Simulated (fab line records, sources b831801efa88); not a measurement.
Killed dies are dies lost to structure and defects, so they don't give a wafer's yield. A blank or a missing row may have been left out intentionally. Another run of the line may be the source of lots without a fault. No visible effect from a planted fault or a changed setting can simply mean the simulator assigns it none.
What tool caused it? ; flow gf180mcu ; 6 lots, 18 wafers sampled, at 3 steps of a route of 602

== WHAT THE GAUGES READ, wafer by wafer ==
GF_MIM_THK_MEAS_06.
lot;measured;on;MIM_CVD_05_THK (nm)
L979;day 25 00:26;film metro-02;41.6 42.1 42.8
L982;day 26 19:19;film metro-01;42.3 42.2 43.1
L985;day 27 04:16;film metro-04;41.7 42.4 42.3
L988;day 28 00:11;film metro-04;41.5 42.5 42.5
L997;day 31 02:30;film metro-04;42.4 42.4 43.0
L998;day 31 07:26;film metro-01;42.2 41.9 43.0

== WHICH TOOL RAN EACH LOT (tool, then ch and the chambers of the sampled wafers, then the start) ==
lot;GF_MIM_SPUTTER_00;GF_MIM_SPUTTER_03
L979;pvd sputter-02, day 25 00:10;pvd sputter-02, day 25 00:20
L982;pvd sputter-03, day 26 19:04;pvd sputter-03, day 26 19:13
L985;pvd sputter-03, day 27 04:01;pvd sputter-03, day 27 04:11
L988;pvd sputter-03, day 27 23:56;pvd sputter-03, day 28 00:06
L997;pvd sputter-04, day 31 02:14;pvd sputter-04, day 31 02:23
L998;pvd sputter-03, day 31 07:11;pvd sputter-03, day 31 07:20
- GF_MIM_SPUTTER_00: material Ti, target thk 37.5 nm, time 150 s.
- GF_MIM_SPUTTER_03: material Ti, target thk 10 nm, time 6.7 s.

== THE ANSWER, worked out from the rows above alone ==
Rule: the usual values come from the lots themselves. The widest of any qualifying gaps counts: lots, ordered by their means at a reading, are off when they make up no more than a third of the lots, leave a main group of 4 or more, and stand apart from it by 3 or more times the standard deviation of that group's means. The tables above print the reading to a certain number of digits; a main group whose means all agree to those digits is not used. A lot without any number at a reading at which 4 lots or more have one is off too. Any other lot the step has rows for is counted as sound.
No lot is off at any reading shown: from this, nothing can be told.

== WHAT HAD BEEN PUT IN BY THE SIMULATOR ==
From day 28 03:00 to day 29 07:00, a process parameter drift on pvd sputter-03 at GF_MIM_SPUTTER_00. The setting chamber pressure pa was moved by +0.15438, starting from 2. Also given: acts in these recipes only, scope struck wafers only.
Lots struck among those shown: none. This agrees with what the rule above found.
